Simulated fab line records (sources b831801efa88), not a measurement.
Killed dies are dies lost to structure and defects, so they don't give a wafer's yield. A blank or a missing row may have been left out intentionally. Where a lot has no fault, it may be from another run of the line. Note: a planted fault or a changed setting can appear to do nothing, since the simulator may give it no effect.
fab line records -- flow sky130
[record] lots = 14, wafers = 42, last_day = 51
route steps=708 shown VT_ADJUST_NCORE@127 LDD_N@250 LDD_HVN@274
lots that met no fault: taken from a fault-free run of the same line
start_h: start of the lot's first displayed wafer, in hours after the record's first day -- wait_h: hours since the lot's step before -- " the same as in the row above -- L1.1+2: a row that stands for several wafers -- - value missing, or start not given -- * or withheld: withheld -- < > ~ a bound
route shown NAME@n: a module of which the file shows steps, and the number in the route of the first -- usual: mean/standard deviation taken from wafers without a fault -- same: alike in all rows -- chamber/n: place in a boat -- sites: per-site readings -- _std_site: standard deviation across them -- _edge_site: mean of outer sites minus mean of inner sites -- radius_mm: for every site, how far away it sits from the centre of the wafer -- mask NAME#n: copy n -- behind: the most recent tool/chamber to have shaped the wafer -- hold: cause of the lot's hold/its duration in hours/its outcome -- device: the n, p or np transistor that did not switch -- end of line: the same wafers' tests at the end of the route -- for a step that has no rows: nothing shown but its recipe -- killed: at the first sort, the dies lost to defects and structure; wafer yield is something else -- map: per-die view of a wafer (x killed, . not killed, _ where there is no die)
set.NAME: the setting the step ran with; set.NAME@STEP: the setting that earlier step ran with -- model.NAME: the simulator's own value behind a step, which no gauge read
a sample of lots followed through the steps of the route, with each step as a table and each wafer as a row
services: from which hour (start_h, from the record's first day; less than 0 if before it) a tool's chamber was out of use, for how many hours, and why
[[steps]]
[step SKY_VT_ADJUST_NCORE_OVL_MEAS_08]
[usual] VT_ADJUST_NCORE_OVL = 0.7/1.5
lot.wafer,tool,chamber,start_h,wait_h,VT_ADJUST_NCORE_OVL[nm]
L273.1,overlay-01,-,189.95,0.1,0.2
L273.3,overlay-01,-,189.95,0.1,-0.9
L273.6,overlay-01,-,189.95,0.1,0.2
L274.1,overlay-02,-,196.37,0.1,0.6
L274.4,overlay-02,-,196.37,0.1,1.3
L274.5,overlay-02,-,196.37,0.1,-0.6
L275.3,overlay-02,-,201.63,0.1,0.5
L275.4,overlay-02,-,201.63,0.1,0.8
L275.5,overlay-02,-,201.63,0.1,1.3
L276.1,overlay-01,-,208.32,0.1,-0.9
L276.4,overlay-01,-,208.32,0.1,-0.1
L276.6,overlay-01,-,208.32,0.1,-1.7
L277.1,overlay-01,-,214.17,0.1,-1.5
L277.5,overlay-01,-,214.17,0.1,-1.9
L277.6,overlay-01,-,214.17,0.1,-3.1
L278.4,overlay-02,-,224.18,0.1,2.8
L278.5,overlay-02,-,224.18,0.1,2.3
L278.6,overlay-02,-,224.18,0.1,1.5
L279.2,overlay-02,-,230.28,0.1,0.0
L279.3,overlay-02,-,230.28,0.1,-0.6
L279.4,overlay-02,-,230.28,0.1,-1.7
L280.1,overlay-02,-,236.95,0.1,1.2
L280.2,overlay-02,-,236.95,0.1,2.3
L280.5,overlay-02,-,236.95,0.1,2.6
L286.3,overlay-01,-,286.41,0.1,-0.9
L286.5,overlay-01,-,286.41,0.1,0.5
L286.6,overlay-01,-,286.41,0.1,-1.2
L287.2,overlay-02,-,294.62,0.1,3.0
L287.3,overlay-02,-,294.62,0.1,0.3
L287.4,overlay-02,-,294.62,0.1,0.7
L291.1,overlay-01,-,317.62,0.1,-1.1
L291.3,overlay-01,-,317.62,0.1,0.8
L291.6,overlay-01,-,317.62,0.1,1.6
L294.4,overlay-01,-,339.72,0.1,0.1
L294.5,overlay-01,-,339.72,0.1,-0.9
L294.6,overlay-01,-,339.72,0.1,-3.4
L295.1,overlay-01,-,345.87,0.1,-1.1
L295.2,overlay-01,-,345.87,0.1,0.4
L295.5,overlay-01,-,345.87,0.1,-2.5
L296.2,overlay-02,-,352.22,0.1,3.0
L296.3,overlay-02,-,352.22,0.1,2.3
L296.5,overlay-02,-,352.22,0.1,2.8
[step SKY_LDD_N_IMPLANT_13]
[recipe] species = BF2, energy_kev = 50, dose_cm2 = 5e+12, tilt_deg = 30, rotation_deg = 90
[usual] beam_energy_keV = 49.999/0.016, rotation_deg = 89.997/0.029
[same] implant_ion_amu = 49
lot.wafer,tool,chamber,start_h,wait_h,beam_energy_keV,rotation_deg
L273.1,implanter-03,0,420.63,0.1,50.011,90.000
L273.3,implanter-03,0,420.63,0.1,49.975,89.978
L273.6,implanter-03,0,420.63,0.1,50.019,89.980
L275.3,implanter-04,0,434.34,0.1,49.990,90.049
L275.4,implanter-04,0,434.34,0.1,49.999,90.002
L275.5,implanter-04,0,434.34,0.1,49.964,90.017
L274.1,implanter-03,0,434.63,0.1,50.001,89.987
L274.4,implanter-03,0,434.63,0.1,49.996,89.953
L274.5,implanter-03,0,434.63,0.1,50.015,89.995
L276.1,implanter-04,0,447.36,0.1,49.986,90.021
L276.4,implanter-04,0,447.36,0.1,50.002,90.021
L276.6,implanter-04,0,447.36,0.1,49.978,90.009
L277.1,implanter-03,0,458.46,1.6,49.966,89.959
L277.5,implanter-03,0,458.46,1.6,49.976,89.971
L277.6,implanter-03,0,458.46,1.6,49.996,89.993
L278.4,implanter-03,0,463.01,0.1,50.033,90.007
L278.5,implanter-03,0,463.01,0.1,50.001,89.998
L278.6,implanter-03,0,463.01,0.1,50.006,90.012
L279.2,implanter-03,0,472.36,0.1,49.996,89.940
L279.3,implanter-03,0,472.36,0.1,50.011,89.991
L279.4,implanter-03,0,472.36,0.1,49.993,89.961
L280.1,implanter-01,0,481.38,0.1,49.991,90.024
L280.2,implanter-01,0,481.38,0.1,50.015,90.012
L280.5,implanter-01,0,481.38,0.1,50.022,90.013
L286.3,implanter-03,0,541.79,0.1,49.995,281.57
L286.5,implanter-03,0,541.79,0.1,49.999,281.63
L286.6,implanter-03,0,541.79,0.1,49.975,281.65
L287.2,implanter-03,0,557.26,0.1,50.027,281.68
L287.3,implanter-03,0,557.26,0.1,50.033,281.69
L287.4,implanter-03,0,557.26,0.1,50.019,281.63
L291.1,implanter-04,0,580.12,0.1,49.962,90.064
L291.3,implanter-04,0,580.12,0.1,49.983,89.979
L291.6,implanter-04,0,580.12,0.1,50.002,89.982
L294.4,implanter-04,0,603.51,0.1,50.012,89.972
L294.5,implanter-04,0,603.51,0.1,50.004,89.950
L294.6,implanter-04,0,603.51,0.1,50.035,89.995
L295.1,implanter-04,0,605.58,0.1,50.029,89.984
L295.2,implanter-04,0,605.58,0.1,50.003,89.971
L295.5,implanter-04,0,605.58,0.1,50.002,89.987
L296.2,implanter-04,0,614.81,0.1,49.998,89.984
L296.3,implanter-04,0,614.81,0.1,49.999,89.980
L296.5,implanter-04,0,614.81,0.1,49.987,90.023
[step SKY_LDD_N_TW_MEAS_17]
[usual] LDD_N_TW = 2611/19
lot.wafer,tool,chamber,start_h,wait_h,LDD_N_TW
L273.1,film_metro-02,-,421.18,0.1,2594
L273.3,film_metro-02,-,421.18,0.1,2595
L273.6,film_metro-02,-,421.18,0.1,2577
L275.3,film_metro-01,-,434.86,0.1,2592
L275.4,film_metro-01,-,434.86,0.1,2600
L275.5,film_metro-01,-,434.86,0.1,2592
L274.1,film_metro-02,-,435.18,0.1,2609
L274.4,film_metro-02,-,435.18,0.1,2613
L274.5,film_metro-02,-,435.18,0.1,2605
L276.1,film_metro-04,-,447.91,0.1,2633
L276.4,film_metro-04,-,447.91,0.1,2636
L276.6,film_metro-04,-,447.91,0.1,2633
L277.1,film_metro-04,-,459.01,0.1,2646
L277.5,film_metro-04,-,459.01,0.1,2642
L277.6,film_metro-04,-,459.01,0.1,2642
L278.4,film_metro-04,-,463.51,0.1,2636
L278.5,film_metro-04,-,463.51,0.1,2622
L278.6,film_metro-04,-,463.51,0.1,2629
L279.2,film_metro-02,-,472.90,0.1,2606
L279.3,film_metro-02,-,472.90,0.1,2615
L279.4,film_metro-02,-,472.90,0.1,2597
L280.1,film_metro-04,-,481.93,0.1,2628
L280.2,film_metro-04,-,481.93,0.1,2620
L280.5,film_metro-04,-,481.93,0.1,2624
L286.3,film_metro-04,-,542.31,0.1,2632
L286.5,film_metro-04,-,542.31,0.1,2609
L286.6,film_metro-04,-,542.31,0.1,2627
L287.2,film_metro-02,-,557.80,0.1,2616
L287.3,film_metro-02,-,557.80,0.1,2601
L287.4,film_metro-02,-,557.80,0.1,2597
L291.1,film_metro-02,-,580.67,0.1,2606
L291.3,film_metro-02,-,580.67,0.1,2608
L291.6,film_metro-02,-,580.67,0.1,2615
L294.4,film_metro-04,-,604.02,0.1,2616
L294.5,film_metro-04,-,604.02,0.1,2623
L294.6,film_metro-04,-,604.02,0.1,2631
L295.1,film_metro-02,-,606.13,0.1,2589
L295.2,film_metro-02,-,606.13,0.1,2606
L295.5,film_metro-02,-,606.13,0.1,2596
L296.2,film_metro-01,-,615.34,0.1,2591
L296.3,film_metro-01,-,615.34,0.1,2605
L296.5,film_metro-01,-,615.34,0.1,2579
[step SKY_LDD_HVN_OVL_MEAS_07]
[usual] LDD_HVN_OVL = 0.3/1.6
lot.wafer,tool,chamber,start_h,wait_h,LDD_HVN_OVL[nm]
L273.1,overlay-02,-,482.79,0.1,1.2
L273.3,overlay-02,-,482.79,0.1,1.8
L273.6,overlay-02,-,482.79,0.1,1.8
L275.3,overlay-02,-,495.82,0.1,1.7
L275.4,overlay-02,-,495.82,0.1,1.3
L275.5,overlay-02,-,495.82,0.1,1.1
L274.1,overlay-01,-,497.58,0.1,1.2
L274.4,overlay-01,-,497.58,0.1,0.0
L274.5,overlay-01,-,497.58,0.1,2.9
L276.1,overlay-02,-,509.74,0.1,-1.1
L276.4,overlay-02,-,509.74,0.1,-0.5
L276.6,overlay-02,-,509.74,0.1,2.0
L277.1,overlay-02,-,519.74,0.1,-0.4
L277.5,overlay-02,-,519.74,0.1,0.1
L277.6,overlay-02,-,519.74,0.1,0.4
L278.4,overlay-01,-,525.80,0.1,-1.6
L278.5,overlay-01,-,525.80,0.1,-0.8
L278.6,overlay-01,-,525.80,0.1,-2.5
L279.2,overlay-01,-,534.25,0.1,-1.2
L279.3,overlay-01,-,534.25,0.1,-0.8
L279.4,overlay-01,-,534.25,0.1,-2.6
L280.1,overlay-02,-,544.41,0.1,3.2
L280.2,overlay-02,-,544.41,0.1,2.2
L280.5,overlay-02,-,544.41,0.1,1.2
L286.3,overlay-01,-,604.74,0.1,0.4
L286.5,overlay-01,-,604.74,0.1,-0.7
L286.6,overlay-01,-,604.74,0.1,-0.9
L287.2,overlay-02,-,619.69,0.1,1.6
L287.3,overlay-02,-,619.69,0.1,-1.2
L287.4,overlay-02,-,619.69,0.1,1.2
L291.1,overlay-02,-,643.06,0.1,-0.6
L291.3,overlay-02,-,643.06,0.1,-1.2
L291.6,overlay-02,-,643.06,0.1,0.3
L294.4,overlay-01,-,666.08,0.1,0.9
L294.5,overlay-01,-,666.08,0.1,-1.1
L294.6,overlay-01,-,666.08,0.1,0.1
L295.1,overlay-01,-,667.44,0.1,-3.2
L295.2,overlay-01,-,667.44,0.1,0.7
L295.5,overlay-01,-,667.44,0.1,-0.5
L296.2,overlay-02,-,676.55,0.1,-0.1
L296.3,overlay-02,-,676.55,0.1,-0.5
L296.5,overlay-02,-,676.55,0.1,-0.2
[[services]]
tool,chamber,start_h,hours,kind
implanter-03,-,403.80,1.5,repair
implanter-01,-,424.59,3.8,repair
implanter-03,-,436.85,18.6,repair
implanter-03,-,464.97,1.5,repair
implanter-04,-,479.99,5.4,pm
implanter-04,-,498.57,3.4,repair
implanter-03,-,525.23,3.6,repair
implanter-03,-,532.37,7.5,pm
implanter-03,-,552.41,1.8,repair
implanter-03,-,570.06,2.1,repair
implanter-03,-,604.77,9.3,repair
implanter-03,-,614.10,4.5,pm
[[key]]
[first_sign] step = SKY_LDD_N_IMPLANT_13, reading = rotation_deg, direction = up, sigmas = 99+, usual = 89.997, struck = 281.64
effect none on later readings
met_at SKY_LDD_N_IMPLANT_13
struck_lots L286,L287
tester_left_out L286,L287
not_acting_at SKY_VT_ADJUST_NCORE_OVL_MEAS_08,SKY_LDD_N_TW_MEAS_17,SKY_LDD_HVN_OVL_MEAS_07
onset_between 472.36 541.79
[fault] kind = process_parameter_drift, tool = implanter-03, chamber = -, onset_h = 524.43, steps = SKY_LDD_N_IMPLANT_13, channel = rotation_deg, offset = 191.64, shape = step, end_h = 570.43, acts_in = these_recipes_only, stated = 90
// tester_left_out: of these lots the tester's yield and bins aren't shown, on N5 and GAA mostly nor the transistor test; their killed dies are dies lost to structure and defects alone, not to doping, threshold or leakage, so they don't give the yield
